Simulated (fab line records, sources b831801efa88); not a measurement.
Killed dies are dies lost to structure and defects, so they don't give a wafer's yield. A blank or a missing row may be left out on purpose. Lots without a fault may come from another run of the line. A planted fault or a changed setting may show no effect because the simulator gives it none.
fab line records | flow sfq_line
record lots=5 wafers=23
route steps=325 shown JJ@188 M5@198 R5@212 I5@229 C5@243 M6@252 I6@267
start_h: hours from the record's first day to the start of the lot's first wafer shown | wait_h: hours since the lot's step before | " the same as in the row above | L1.1+2: a row that stands for several wafers | - no value, or no start given | * or withheld: withheld | < > ~ a bound
route shown NAME@n: a module of which the file shows steps, and the number in the route of the first | usual: mean/standard deviation of fault-free wafers | same: alike in all rows | chamber/n: place in a boat | sites: the reading at each site | _std_site: their standard deviation | _edge_site: outer sites' mean less inner sites' | radius_mm: how far each site lies from the wafer's centre | mask NAME#n: copy n | behind: the tool/chamber that last shaped the wafer | hold: why the lot was held/for how many hours/how that ended | device: the transistor (n, p or np) that didn't switch | end of line: the same wafers' tests at the end of the route | a step without rows: its recipe alone | killed: dies lost to structure and defects at the first sort, not the wafer's yield | map: a wafer's dies, x killed, . not, _ none there
set.NAME: the setting as run; set.NAME@STEP: as run at that earlier step | model.NAME: the simulator's own value behind a step, which no gauge read
lots whose settings were changed on purpose; a table a step, a row a wafer
## steps
# step SFQ_TRILAYER_JJ_CE_LITHO_EXPOSE_115
# recipe mask_id=J5 na=0.6 source_shape=conventional sigma_outer=0.65 target_cd_nm=700 dose_mj=14.4
# columns lot.wafer tool chamber start_h wait_h mask set.dose_mj
L074.1+5+6 krf_scanner-01 0 1001.35 - J5#0 13.85
L074.2+4 " 0 " " J5#0 14.4
L075.1+3+5 krf_scanner-01 0 1006.16 - J5#0 14.4
L077.2+5 krf_scanner-01 0 1017.15 - J5#0 13.38
L077.3+4+6 " 0 " " J5#0 14.4
L078.2+5+6 krf_scanner-01 0 1035.15 - J5#0 13.38
L078.3+4 " 0 " " J5#0 14.4
L082.1+3 krf_scanner-02 0 1322.47 - J5#0 13.48
L082.2+4+6 " 0 " " J5#0 14.4
# step SFQ_TRILAYER_JJ_CE_LITHO_PEB_117
# recipe peb_temp_c=115 peb_time_s=60 resist=KrF
# step SFQ_TRILAYER_JJ_CE_LITHO_DEVELOP_116
# recipe time_s=60 resist=KrF
# step SFQ_TRILAYER_JJ_CE_METRO_MEASURE_117
# usual cd_nm=700.3/1.4
# columns lot.wafer tool chamber start_h wait_h set.dose_mj@TRILAYER_JJ_CE_LITHO_EXPOSE_115 cd_nm
L074.1 cd_sem-01 - 1002.88 0.0 13.85 706.5
L074.2 " - " " 14.4 700.3
L074.4 " - " " 14.4 699.4
L074.5 " - " " 13.85 705.1
L074.6 " - " " 13.85 705.6
L075.1 cd_sem-02 - 1007.70 0.0 14.4 701.3
L075.3 " - " " 14.4 702.9
L075.5 " - " " 14.4 701.6
L077.2 cd_sem-02 - 1018.68 0.2 13.38 711.8
L077.3 " - " " 14.4 699.7
L077.4 " - " " 14.4 699.9
L077.5 " - " " 13.38 711.5
L077.6 " - " " 14.4 699.5
L078.2 cd_sem-01 - 1036.68 0.2 13.38 711.5
L078.3 " - " " 14.4 698.5
L078.4 " - " " 14.4 700.2
L078.5 " - " " 13.38 711.9
L078.6 " - " " 13.38 710.3
L082.1 cd_sem-01 - 1324.01 0.0 13.48 712.2
L082.2 " - " " 14.4 700.0
L082.3 " - " " 13.48 710.5
L082.4 " - " " 14.4 699.4
L082.6 " - " " 14.4 699.0
# step SFQ_TRILAYER_JJ_CE_BARC_OPEN_RIE_150
# recipe mask_material=PR chemistry=O2 target_depth_nm=240 target=BARC icp_w=600 bias_w=80 pressure_mtorr=10 time_s=80
# columns lot.wafer tool chamber start_h wait_h set.dose_mj@TRILAYER_JJ_CE_LITHO_EXPOSE_115 model.JJ.cd_nm
L074.1 rie_metal-02 0 1004.08 1.0 13.85 707.5
L074.2 " 1 " " 14.4 701.3
L074.4 " 1 " " 14.4 700.3
L074.5 " 0 " " 13.85 705.9
L074.6 " 1 " " 13.85 707.2
L075.1 rie_metal-04 0 1008.90 1.0 14.4 704
L075.3 " 0 " " 14.4 705
L075.5 " 1 " " 14.4 703.1
L077.2 rie_metal-02 1 1019.68 0.8 13.38 710.9
L077.3 " 0 " " 14.4 701.4
L077.4 " 1 " " 14.4 700.2
L077.5 " 1 " " 13.38 711.1
L077.6 " 0 " " 14.4 700.9
L078.2 rie_metal-02 1 1037.68 0.8 13.38 711.9
L078.3 " 0 " " 14.4 699.4
L078.4 " 1 " " 14.4 699.9
L078.5 " 0 " " 13.38 712.4
L078.6 " 1 " " 13.38 709.9
L082.1 rie_metal-01 0 1325.21 1.0 13.48 714.6
L082.2 " 1 " " 14.4 700.7
L082.3 " 0 " " 13.48 712.6
L082.4 " 1 " " 14.4 700.5
L082.6 " 1 " " 14.4 700.3
# step SFQ_TRILAYER_M5_LITHO_COAT_128
# recipe resist=BARC spin_rpm=3000 resist_thk_nm=62
# columns lot.wafer tool chamber start_h wait_h set.spin_rpm model.BARC_of_TRILAYER_M5_LITHO_COAT_128.thk_nm
L074.1 litho_track-01 0 1005.56 0.0 3000 62.03
L074.2 " 0 " " 2896 63.06
L074.4 " 0 " " 3000 61.95
L074.5 " 0 " " 2896 63.13
L074.6 " 0 " " 2896 63.02
L075.1 litho_track-03 0 1010.37 0.0 3000 62.06
L075.3 " 0 " " 3000 62.07
L075.5 " 0 " " 3000 61.91
L077.2 litho_track-01 0 1021.21 0.1 2819 64.08
L077.3 " 0 " " 3000 62.05
L077.4 " 0 " " 2819 64.04
L077.5 " 0 " " 3000 62
L077.6 " 0 " " 3000 62.03
L078.2 litho_track-01 0 1039.21 0.1 3069 61.08
L078.3 " 0 " " 3000 61.83
L078.4 " 0 " " 3069 61.18
L078.5 " 0 " " 3069 61.24
L078.6 " 0 " " 3000 61.94
L082.1 litho_track-01 0 1326.68 0.0 3000 62.54
L082.2 " 0 " " 2840 64.27
L082.3 " 0 " " 3000 62.68
L082.4 " 0 " " 2840 64.34
L082.6 " 0 " " 3000 62.5
# step SFQ_TRILAYER_R5_DEP_SPUTTER_132
# recipe material=Ti base_pressure_pa=1.33e-06 target_thk_nm=5 power_w=2000 time_s=5 chamber_pressure_pa=0.4
# columns lot.wafer tool chamber start_h wait_h set.time_s model.Ti_of_TRILAYER_R5_DEP_SPUTTER_132.thk_nm
L074.1 pvd_sputter-06 - 1166.45 1.0 5 5.07
L074.2 " - " " 5 5.183
L074.4 " - " " 5 4.985
L074.5 " - " " 5 5.056
L074.6 " - " " 5 5.031
L075.1 pvd_sputter-06 - 1169.45 1.0 5 4.805
L075.3 " - " " 5 4.893
L075.5 " - " " 5 4.95
L077.2 pvd_sputter-04 - 1178.45 0.8 4.789 4.852
L077.3 " - " " 4.789 4.718
L077.4 " - " " 5 4.928
L077.5 " - " " 5 5.065
L077.6 " - " " 4.789 4.701
L078.2 pvd_sputter-03 - 1191.13 0.8 5 5.049
L078.3 " - " " 5 5.1
L078.4 " - " " 4.465 4.379
L078.5 " - " " 4.465 4.521
L078.6 " - " " 4.465 4.539
L082.1 pvd_sputter-03 - 1334.29 1.0 4.657 4.62
L082.2 " - " " 5 4.916
L082.3 " - " " 5 4.985
L082.4 " - " " 4.657 4.705
L082.6 " - " " 5 5.068
# step SFQ_TRILAYER_R5_LITHO_COAT_141
# recipe resist=BARC spin_rpm=3000 resist_thk_nm=62
# columns lot.wafer tool chamber start_h wait_h set.spin_rpm model.BARC_of_TRILAYER_R5_LITHO_COAT_141.thk_nm
L074.1 litho_track-04 0 1166.72 0.1 3180 60.25
L074.2 " 0 " " 3000 62.08
L074.4 " 0 " " 3180 60.42
L074.5 " 0 " " 3000 62.19
L074.6 " 0 " " 3180 60.04
L075.1 litho_track-01 0 1169.72 0.1 3000 62.2
L075.3 " 0 " " 3000 62.18
L075.5 " 0 " " 3000 62.16
L077.2 litho_track-01 0 1178.77 0.1 3000 61.72
L077.3 " 0 " " 3000 61.77
L077.4 " 0 " " 3000 61.76
L077.5 " 0 " " 3000 61.87
L077.6 " 0 " " 3000 61.7
L078.2 litho_track-02 0 1191.45 0.1 3000 61.77
L078.3 " 0 " " 3000 61.96
L078.4 " 0 " " 3000 61.97
L078.5 " 0 " " 3000 61.69
L078.6 " 0 " " 3000 61.74
L082.1+2 litho_track-01 0 1334.56 0.1 3000 62.28
L082.3 " 0 " " 2934 62.92
L082.4 " 0 " " 2934 62.89
L082.6 " 0 " " 3000 62.35
# step SFQ_TRILAYER_I5_LITHO_COAT_149
# recipe resist=BARC spin_rpm=3000 resist_thk_nm=62
# columns lot.wafer tool chamber start_h wait_h set.resist_thk_nm model.BARC_of_TRILAYER_I5_LITHO_COAT_149.thk_nm
L074.1 litho_track-01 0 1309.32 0.0 59.95 59.83
L074.2 " 0 " " 59.95 60.11
L074.4 " 0 " " 62 61.91
L074.5 " 0 " " 59.95 59.87
L074.6 " 0 " " 62 62.1
L075.1 litho_track-01 0 1312.92 0.0 62 62.24
L075.3 " 0 " " 62 62.4
L075.5 " 0 " " 62 62.51
L077.2 litho_track-01 0 1320.17 0.1 62 62.13
L077.3 " 0 " " 60.69 60.71
L077.4 " 0 " " 62 62.16
L077.5 " 0 " " 62 62.04
L077.6 " 0 " " 60.69 60.9
L078.2 litho_track-01 0 1335.77 0.1 62 62.13
L078.3 " 0 " " 62 62.22
L078.4 " 0 " " 64.67 64.84
L078.5 " 0 " " 64.67 64.96
L078.6 " 0 " " 62 62.14
L082.1 litho_track-01 0 1464.29 0.0 62 62
L082.2 " 0 " " 62 61.92
L082.3 " 0 " " 62 61.95
L082.4 " 0 " " 62 62.09
L082.6 " 0 " " 62 62.07
# step SFQ_TRILAYER_C5_LITHO_EXPOSE_152
# recipe mask_id=C5 na=0.6 source_shape=conventional sigma_outer=0.65 target_cd_nm=500 dose_mj=21.3
# columns lot.wafer tool chamber start_h wait_h mask set.dose_mj
L074.1+2 krf_scanner-01 0 1442.50 - C5#0 22.82
L074.4+5+6 " 0 " " C5#0 21.3
L075.1+3+5 krf_scanner-02 0 1447.42 - C5#0 21.3
L077.2+3+4 krf_scanner-01 0 1452.55 - C5#0 21.3
L077.5+6 " 0 " " C5#0 22.37
L078.2+5 krf_scanner-01 0 1466.47 - C5#0 22.73
L078.3+4+6 " 0 " " C5#0 21.3
L082.1+3+6 krf_scanner-02 0 1587.44 - C5#0 20.62
L082.2+4 " 0 " " C5#0 21.3
# step SFQ_TRILAYER_C5_LITHO_PEB_154
# recipe peb_temp_c=115 peb_time_s=58.39 resist=KrF
# step SFQ_TRILAYER_C5_LITHO_DEVELOP_153
# recipe time_s=60 resist=KrF
# step SFQ_TRILAYER_C5_BARC_OPEN_VIA_ETCH_210
# recipe mask_material=PR chemistry=O2 target_depth_nm=125 target=BARC source_w=500 bias_w=80 pressure_mtorr=30 time_s=41.7
# columns lot.wafer tool chamber start_h wait_h set.dose_mj@TRILAYER_C5_LITHO_EXPOSE_152 model.C5.cd_nm
L074.1 rie_diel-01 3 1444.03 0.0 22.82 507.4
L074.2 " 2 " " 22.82 507.1
L074.4 " 1 " " 21.3 496.5
L074.5 " 2 " " 21.3 495
L074.6 " 1 " " 21.3 497.5
L075.1 rie_diel-01 3 1448.96 0.0 21.3 495.3
L075.3 " 2 " " 21.3 495.4
L075.5 " 0 " " 21.3 496.7
L077.2 rie_diel-01 0 1453.88 0.0 21.3 496.2
L077.3 " 3 " " 21.3 497.1
L077.4 " 1 " " 21.3 495.8
L077.5 " 1 " " 22.37 503.5
L077.6 " 2 " " 22.37 502.5
L078.2 rie_diel-01 3 1467.81 0.0 22.73 506
L078.3 " 2 " " 21.3 496
L078.4 " 1 " " 21.3 497.2
L078.5 " 1 " " 22.73 508.2
L078.6 " 2 " " 21.3 496.6
L082.1 rie_diel-04 1 1588.97 0.0 20.62 488.9
L082.2 " 2 " " 21.3 492
L082.3 " 0 " " 20.62 487.3
L082.4 " 3 " " 21.3 494.5
L082.6 " 3 " " 20.62 488.7
# step SFQ_TRILAYER_M6_DEP_SPUTTER_157
# recipe material=Nb base_pressure_pa=1.33e-06 chamber_pressure_pa=0.1333 substrate_temp_c=20 target_thk_nm=200 power_w=2000 time_s=133.3
# columns lot.wafer tool chamber start_h wait_h set.power_w model.Nb_of_TRILAYER_M6_DEP_SPUTTER_157.thk_nm
L074.1 pvd_sputter-05 - 1445.53 0.0 1846 183.8
L074.2 " - " " 1846 185.1
L074.4 " - " " 2000 197.5
L074.5 " - " " 2000 200.2
L074.6 " - " " 1846 184
L075.1 pvd_sputter-04 - 1449.85 0.0 2000 197.9
L075.3 " - " " 2000 201.1
L075.5 " - " " 2000 198.8
L077.2 pvd_sputter-03 - 1454.78 0.0 2000 199.3
L077.3 " - " " 2000 196.8
L077.4 " - " " 2000 196.4
L077.5 " - " " 2000 198
L077.6 " - " " 2000 198.9
L078.2 pvd_sputter-05 - 1468.70 0.0 2000 203.9
L078.3 " - " " 2000 199.9
L078.4 " - " " 2000 202.7
L078.5 " - " " 2000 205.1
L078.6 " - " " 2000 201.1
L082.1 pvd_sputter-04 - 1589.87 0.0 1856 183
L082.2 " - " " 1856 186.3
L082.3 " - " " 2000 198.8
L082.4 " - " " 1856 185
L082.6 " - " " 2000 200.6
# step SFQ_M6_RS_MEAS_938
# recipe thk_meas_gauge=four-point-probe reads=Nb_of_TRILAYER_M6_DEP_SPUTTER_157
# usual M6_NB_RS=0.889/0.0093
# columns lot.wafer tool chamber start_h wait_h set.power_w@TRILAYER_M6_DEP_SPUTTER_157 M6_NB_RS[ohm/sq]
L074.1 film_metro-03 - 1445.62 0.0 1846 0.970
L074.2 " - " " 1846 0.962
L074.4 " - " " 2000 0.901
L074.5 " - " " 2000 0.890
L074.6 " - " " 1846 0.966
L075.1 film_metro-03 - 1449.94 0.0 2000 0.901
L075.3 " - " " 2000 0.886
L075.5 " - " " 2000 0.894
L077.2 film_metro-01 - 1454.89 0.1 2000 0.892
L077.3 " - " " 2000 0.905
L077.4 " - " " 2000 0.907
L077.5 " - " " 2000 0.899
L077.6 " - " " 2000 0.895
L078.2 film_metro-04 - 1468.81 0.1 2000 0.870
L078.3 " - " " 2000 0.890
L078.4 " - " " 2000 0.876
L078.5 " - " " 2000 0.866
L078.6 " - " " 2000 0.884
L082.1 film_metro-03 - 1589.96 0.0 1856 0.973
L082.2 " - " " 1856 0.958
L082.3 " - " " 2000 0.896
L082.4 " - " " 1856 0.963
L082.6 " - " " 2000 0.889
# step SFQ_TRILAYER_M6_BARC_OPEN_METAL_ETCH_206
# recipe mask_material=PR chemistry=O2 target_depth_nm=125 target=BARC icp_w=600 bias_w=80 pressure_mtorr=10 time_s=41.7
# columns lot.wafer tool chamber start_h wait_h set.bias_w
L074.1+5 rie_metal-01 0 1566.10 0.0 80
L074.2+4+6 " 0 " " 82.46
L075.1+3+5 rie_metal-02 1 1569.70 0.0 80
L077.2+5 rie_metal-02 0 1574.50 0.0 75.82
L077.3+4+6 " 1,0,1 " " 80
L078.2+4+5 rie_metal-03 0,1,0 1589.32 0.0 80
L078.3+6 " 0,1 " " 72.15
L082.1+6 rie_metal-02 0 1595.97 0.0 76.54
L082.2+3+4 " 1,1,0 " " 80
# step SFQ_TRILAYER_M6_ETCH_METAL_ETCH_162
# recipe target=Nb stop_on=SiO2 mask_material=PR chemistry=Cl2/Ar target_depth_nm=240 icp_w=600 bias_w=80 pressure_mtorr=10 time_s=116.9
# usual oes_product_au=0.907/0.007
# columns lot.wafer tool chamber start_h wait_h set.power_w@TRILAYER_M6_DEP_SPUTTER_157 oes_product_au
L074.1 rie_metal-01 0 1566.22 0.1 1846 0.863
L074.2 " 0 " " 1846 0.870
L074.4 " 0 " " 2000 0.906
L074.5 " 0 " " 2000 0.911
L074.6 " 0 " " 1846 0.865
L075.1 rie_metal-02 1 1569.76 0.0 2000 0.906
L075.3 " 1 " " 2000 0.911
L075.5 " 1 " " 2000 0.908
L077.2 rie_metal-02 0 1574.56 0.0 2000 0.904
L077.3 " 1 " " 2000 0.894
L077.4 " 0 " " 2000 0.896
L077.5 " 0 " " 2000 0.901
L077.6 " 1 " " 2000 0.909
L078.2 rie_metal-03 0 1589.38 0.0 2000 0.925
L078.3 " 0 " " 2000 0.911
L078.4 " 1 " " 2000 0.903
L078.5 " 0 " " 2000 0.929
L078.6 " 1 " " 2000 0.907
L082.1 rie_metal-02 0 1596.03 0.0 1856 0.858
L082.2 " 1 " " 1856 0.876
L082.3 " 1 " " 2000 0.900
L082.4 " 0 " " 1856 0.865
L082.6 " 0 " " 2000 0.907
# step SFQ_TRILAYER_I6_CMP_CMP_166
# recipe material=SiO2 down_force_psi=3 platen_rpm=60 pad_velocity_m_s=0.94248
# columns lot.wafer tool chamber start_h wait_h set.leave_above_ref_nm model.SiO2_of_TRILAYER_I6_DEP_PECVD_165.thk_nm
L074.2 cmp-01 2 1592.25 24.4 214.1 216.1
L074.1 " 0 1593.25 25.4 200 201.8
L074.4 " 1 " " 200 200.7
L074.6 " 2 " " 214.1 214.8
L074.5 " 3 " " 214.1 214.5
L075.3 cmp-01 2 1595.25 24.6 200 200.5
L075.1 " 0 1596.25 25.6 200 200.4
L075.5 " 3 1597.75 27.0 200 200.2
L077.3 cmp-01 3 1604.75 29.3 200 200.2
L077.4 " 0 " " 200 199.5
L077.2 " 1 " " 200 200
L077.5 " 2 " " 200 199.9
L077.6 " 3 " " 200 199.2
L078.2 cmp-01 2 1610.25 19.9 200 199.9
L078.4 " 3 " " 200 200
L078.3 " 0 " " 200 200.8
L078.5 " 2 1612.25 21.9 200 200.9
L078.6 " 3 " " 200 200.3
L082.1 cmp-01 1 1616.25 19.3 200 199.7
L082.3 " 2 " " 187 187.9
L082.4 " 3 " " 187 186.5
L082.2 " 0 " " 200 199.5
L082.6 " 2 1618.75 21.7 200 199.8
# step SFQ_TRILAYER_I6_METRO_MEASURE_167
# usual thk_nm=200.5/0.78
# columns lot.wafer tool chamber start_h wait_h set.leave_above_ref_nm@TRILAYER_I6_CMP_CMP_166 thk_nm
L074.1 film_metro-02 - 1595.37 0.1 200 201.8
L074.2 " - " " 214.1 216.1
L074.4 " - " " 200 200.8
L074.5 " - " " 214.1 214.4
L074.6 " - " " 214.1 214.8
L075.1 film_metro-02 - 1598.37 0.1 200 200.5
L075.3 " - " " 200 200.5
L075.5 " - " " 200 200.2
L077.2 film_metro-01 - 1607.57 0.3 200 200.1
L077.3 " - " " 200 200.2
L077.4 " - " " 200 199.6
L077.5 " - " " 200 199.9
L077.6 " - " " 200 199.1
L078.2 film_metro-01 - 1613.57 0.3 200 200.1
L078.3 " - " " 200 200.6
L078.4 " - " " 200 200.0
L078.5 " - " " 200 200.8
L078.6 " - " " 200 200.3
L082.1 film_metro-02 - 1619.37 0.1 200 199.7
L082.2 " - " " 200 199.4
L082.3 " - " " 187 187.8
L082.4 " - " " 187 186.5
L082.6 " - " " 200 199.7
# step SFQ_TRILAYER_I6_VIA_LITHO_COAT_174
# recipe resist=BARC spin_rpm=3000 resist_thk_nm=62
# columns lot.wafer tool chamber start_h wait_h set.spin_rpm model.BARC_of_TRILAYER_I6_VIA_LITHO_COAT_174.thk_nm
L074.1 litho_track-01 0 1596.57 1.0 3000 62.08
L074.2 " 0 " " 3000 62.01
L074.4 " 0 " " 3000 61.98
L074.5 " 0 " " 3000 62.06
L074.6 " 0 " " 3000 62.2
L075.1 litho_track-04 0 1599.57 1.0 3000 61.92
L075.3 " 0 " " 3000 62.05
L075.5 " 0 " " 3000 61.84
L077.2 litho_track-01 0 1608.62 0.8 3000 62.04
L077.3 " 0 " " 2858 63.57
L077.4 " 0 " " 3000 62.03
L077.5 " 0 " " 2858 63.43
L077.6 " 0 " " 3000 61.9
L078.2 litho_track-04 0 1614.62 0.8 3000 61.83
L078.3 " 0 " " 2905 62.84
L078.4 " 0 " " 2905 62.97
L078.5 " 0 " " 2905 62.71
L078.6 " 0 " " 3000 61.9
L082.1 litho_track-02 0 1620.57 1.0 2938 62.67
L082.2 " 0 " " 2938 62.57
L082.3 " 0 " " 3000 61.81
L082.4 " 0 " " 3000 61.77
L082.6 " 0 " " 3000 61.97
## key
split step=SFQ_TRILAYER_JJ_CE_LITHO_EXPOSE_115 setting=dose_mj stated=14.4 by=wafer
response step=SFQ_TRILAYER_JJ_CE_METRO_MEASURE_117 reading=cd_nm change=-1.72 per=1% r=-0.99
response step=SFQ_TRILAYER_JJ_CE_BARC_OPEN_RIE_150 reading=model.JJ.cd_nm change=-1.68 per=1% r=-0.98
split step=SFQ_TRILAYER_M5_LITHO_COAT_128 setting=spin_rpm stated=3000 by=wafer
response step=SFQ_TRILAYER_M5_LITHO_COAT_128 reading=model.BARC_of_TRILAYER_M5_LITHO_COAT_128.thk_nm change=-0.328 per=1% r=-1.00
split step=SFQ_TRILAYER_R5_DEP_SPUTTER_132 setting=time_s stated=5 by=wafer
response step=SFQ_TRILAYER_R5_DEP_SPUTTER_132 reading=model.Ti_of_TRILAYER_R5_DEP_SPUTTER_132.thk_nm change=+0.0536 per=1% r=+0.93
split step=SFQ_TRILAYER_R5_LITHO_COAT_141 setting=spin_rpm stated=3000 by=wafer
response step=SFQ_TRILAYER_R5_LITHO_COAT_141 reading=model.BARC_of_TRILAYER_R5_LITHO_COAT_141.thk_nm change=-0.311 per=1% r=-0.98
split step=SFQ_TRILAYER_I5_LITHO_COAT_149 setting=resist_thk_nm stated=62 by=wafer
response step=SFQ_TRILAYER_I5_LITHO_COAT_149 reading=model.BARC_of_TRILAYER_I5_LITHO_COAT_149.thk_nm change=+0.63 per=1% r=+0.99
split step=SFQ_TRILAYER_C5_LITHO_EXPOSE_152 setting=dose_mj stated=21.3 by=wafer
response step=SFQ_TRILAYER_C5_BARC_OPEN_VIA_ETCH_210 reading=model.C5.cd_nm change=+1.5 per=1% r=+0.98
split step=SFQ_TRILAYER_M6_DEP_SPUTTER_157 setting=power_w stated=2000 by=wafer
response step=SFQ_TRILAYER_M6_DEP_SPUTTER_157 reading=model.Nb_of_TRILAYER_M6_DEP_SPUTTER_157.thk_nm change=+1.97 per=1% r=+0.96
response step=SFQ_M6_RS_MEAS_938 reading=M6_NB_RS change=-0.00959 per=1% r=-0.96
response step=SFQ_TRILAYER_M6_ETCH_METAL_ETCH_162 reading=oes_product_au change=+0.00537 per=1% r=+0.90
split step=SFQ_TRILAYER_M6_BARC_OPEN_METAL_ETCH_206 setting=bias_w stated=80 by=wafer
response none clear
split step=SFQ_TRILAYER_I6_CMP_CMP_166 setting=leave_above_ref_nm stated=200 by=wafer
response step=SFQ_TRILAYER_I6_CMP_CMP_166 reading=model.SiO2_of_TRILAYER_I6_DEP_PECVD_165.thk_nm change=+1.94 per=1% r=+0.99
response step=SFQ_TRILAYER_I6_METRO_MEASURE_167 reading=thk_nm change=+1.94 per=1% r=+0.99
split step=SFQ_TRILAYER_I6_VIA_LITHO_COAT_174 setting=spin_rpm stated=3000 by=wafer
response step=SFQ_TRILAYER_I6_VIA_LITHO_COAT_174 reading=model.BARC_of_TRILAYER_I6_VIA_LITHO_COAT_174.thk_nm change=-0.322 per=1% r=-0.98
